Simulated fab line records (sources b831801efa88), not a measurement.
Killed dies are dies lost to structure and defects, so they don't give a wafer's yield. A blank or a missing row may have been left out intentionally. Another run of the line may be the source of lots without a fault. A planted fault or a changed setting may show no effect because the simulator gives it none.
Comparing a struck lot with a sound one ; flow sky130 ; 40 out of 708 route steps
Sound: the wafers L989.2, L989.3, L989.6. The struck wafers were L985.3, L985.4, L985.5. The cause is given at the end.
Per side, at each step with rows, come the tool, then ch with its chambers, and then its first start. Under that, the readings that differ: sound wafers ; struck wafers ; difference of the means ; sigmas: that difference in standard deviations of wafers without a fault.
alike: readings whose means differ by less than 2 such deviations, and words and numbers that are the same on both sides. not compared: withheld readings, readings that some wafer has no value for, bounds like >300 that may hide the same value, and numbers for which the record gives no deviation and whose values overlap.
The two part at a step that has a row with sigmas, a row that says differs or no value, or rows on one side only. Numbers that have no deviation but don't overlap get no sigmas and don't part them. Lack of a reading on every wafer of one side parts them only where that side has two or more wafers.

first, 7 steps without rows for these wafers: SKY_NWELL_DEVELOP_22 (develop time 60 s); SKY_NWELL_IMPLANT_24; SKY_NWELL_STRIP_25 (strips in O2/N2); SKY_NWELL_CLEAN_27 (cleans in SC1/SC2, time 150 s); SKY_NWELL_RTA_28 (time 30 s); SKY_VT_ADJUST_HVTP_DEHYDRATE_00 (time 60 s); SKY_VT_ADJUST_HVTP_HMDS_01 (prime time 60 s).
SKY_VT_ADJUST_HVTP_COAT_02: resist thk 1140 nm.
  sound on litho_track-02 ch 0, day 10 12:06; struck on litho_track-01, day 9 14:37
  no value came back on the struck wafers for chill_plate_temp_C (C), dispense_pressure_kPa (kPa), resist_line_temp_C (C); on the sound wafers chill_plate_temp_C (C) reads 23.02 23.01 22.99
then, 4 steps without rows for these wafers: SKY_VT_ADJUST_HVTP_SOFTBAKE_03 (time 60 s); SKY_VT_ADJUST_HVTP_EXPOSE_04 (exposes mask HVTPM, target cd 380 nm); SKY_VT_ADJUST_HVTP_PEB_05; SKY_VT_ADJUST_HVTP_DEVELOP_06 (develop time 60 s).
SKY_VT_ADJUST_HVTP_CD_MEAS_07: the cd target is 380 nm.
  sound: cd_sem-01 at day 10 23:59; struck: cd_sem-01 at day 10 01:40
reading;sound;struck;difference;sigmas
cd_nm (nm);380.5 380.2 379.9;- - -;no value on the struck wafers;
SKY_VT_ADJUST_HVTP_OVL_MEAS_08:
  sound: overlay-02 at day 11 00:06; struck: overlay-02 at day 10 01:46
reading;sound;struck;difference;sigmas
VT_ADJUST_HVTP_OVL (nm);-2.9 -2.5 -0.9;- - -;no value on the struck wafers;
then, 11 steps without rows for these wafers: SKY_VT_ADJUST_HVTP_IMPLANT_09; SKY_VT_ADJUST_HVTP_STRIP_10 (strips in O2/N2); SKY_VT_ADJUST_LVTN_DEHYDRATE_00 (time 60 s); SKY_VT_ADJUST_LVTN_HMDS_01 (prime time 60 s); SKY_VT_ADJUST_LVTN_COAT_02 (resist thk 3000 nm); SKY_VT_ADJUST_LVTN_SOFTBAKE_03; SKY_VT_ADJUST_LVTN_EXPOSE_04 (exposes mask NWM COMPLEMENT LESS NATIVE, target cd 840 nm); SKY_VT_ADJUST_LVTN_PEB_05; SKY_VT_ADJUST_LVTN_DEVELOP_06 (develop time 60 s); SKY_VT_ADJUST_LVTN_IMPLANT_08; SKY_VT_ADJUST_LVTN_STRIP_09 (strips in O2/N2).
SKY_VT_ADJUST_LVTN_TW_MEAS_10:
  sound: film_metro-01 at day 12 00:31; struck: film_metro-01 at day 11 00:56
reading;sound;struck;difference;sigmas
VT_ADJUST_LVTN_TW;246.6 246.0 246.6;1375.1 1380.6 1372.7;+1129.7;+99 or more
then, 8 steps without rows for these wafers: SKY_VT_ADJUST_LVTN_DEHYDRATE_11 (time 60 s); SKY_VT_ADJUST_LVTN_HMDS_12 (prime time 60 s); SKY_VT_ADJUST_LVTN_COAT_13 (resist thk 1140 nm); SKY_VT_ADJUST_LVTN_SOFTBAKE_14 (time 60 s); SKY_VT_ADJUST_LVTN_EXPOSE_15 (exposes mask HVN STD DERIVED, target cd 600 nm); SKY_VT_ADJUST_LVTN_PEB_16; SKY_VT_ADJUST_LVTN_DEVELOP_17 (develop time 60 s); SKY_VT_ADJUST_LVTN_IMPLANT_19.
SKY_VT_ADJUST_LVTN_TW_MEAS_21:
  sound: film_metro-01 at day 13 00:59; struck: film_metro-01 at day 12 00:26
reading;sound;struck;difference;sigmas
VT_ADJUST_LVTN_2_TW;192.4 192.2 191.5;1377.8 1385.6 1379.5;+1188.9;+99 or more
SKY_VT_ADJUST_NCORE_TW_MEAS_11:
  sound: film_metro-01 at day 14 01:02; struck: film_metro-03 at day 13 00:48
reading;sound;struck;difference;sigmas
VT_ADJUST_NCORE_TW;222.5 221.6 220.5;1348.8 1353.9 1351.2;+1129.8;+99 or more
SKY_VT_ADJUST_HVTR_TW_MEAS_11:
  sound: film_metro-04 at day 15 03:24; struck: film_metro-02 at day 14 01:39
reading;sound;struck;difference;sigmas
VT_ADJUST_HVTR_TW;213.5 212.0 211.9;1384.5 1373.1 1378.4;+1166.2;+99 or more
SKY_VT_ADJUST_PCH_TW_MEAS_10:
  sound: film_metro-02 at day 16 07:34; struck: film_metro-02 at day 15 04:41
reading;sound;struck;difference;sigmas
VT_ADJUST_PCH_TW;144.2 144.7 144.9;1371.3 1371.5 1360.3;+1223.1;+99 or more
SKY_SONOS_TUNNEL_TW_MEAS_12:
  sound: film_metro-04 at day 17 13:27; struck: film_metro-01 at day 16 09:25
reading;sound;struck;difference;sigmas
SONOS_TUNNEL_TW;196.9 199.1 198.8;1371.9 1376.1 1373.2;+1175.5;+99 or more
-- a jump in the record: the struck wafers' starts before and after are 33 days apart (it breaks off in module SONOS_TUNNEL and resumes in module PAD_OPEN, where the first step shown is number 708 of the route) --
SKY_PAD_OPEN_PROBE_99:
  sound: prober-01 at day 50 03:36; struck: prober-02 at day 49 10:23
reading;sound;struck;difference;sigmas
killed_at_front_end;21 14 21;433 426 421;+408;+95
killed_dies;99 91 93;492 492 492;+398;+36
killed_on_rim;16 19 23;96 96 96;+77;+20
  alike: killed_at_M0_to_M3, killed_at_M4_up, killed_at_contacts, killed_at_other, killed_open, killed_short

## WHERE THEY PART
At SKY_VT_ADJUST_HVTP_COAT_02 first; at SKY_PAD_OPEN_PROBE_99 last (within this record only).

WHY: whatever the simulator had introduced
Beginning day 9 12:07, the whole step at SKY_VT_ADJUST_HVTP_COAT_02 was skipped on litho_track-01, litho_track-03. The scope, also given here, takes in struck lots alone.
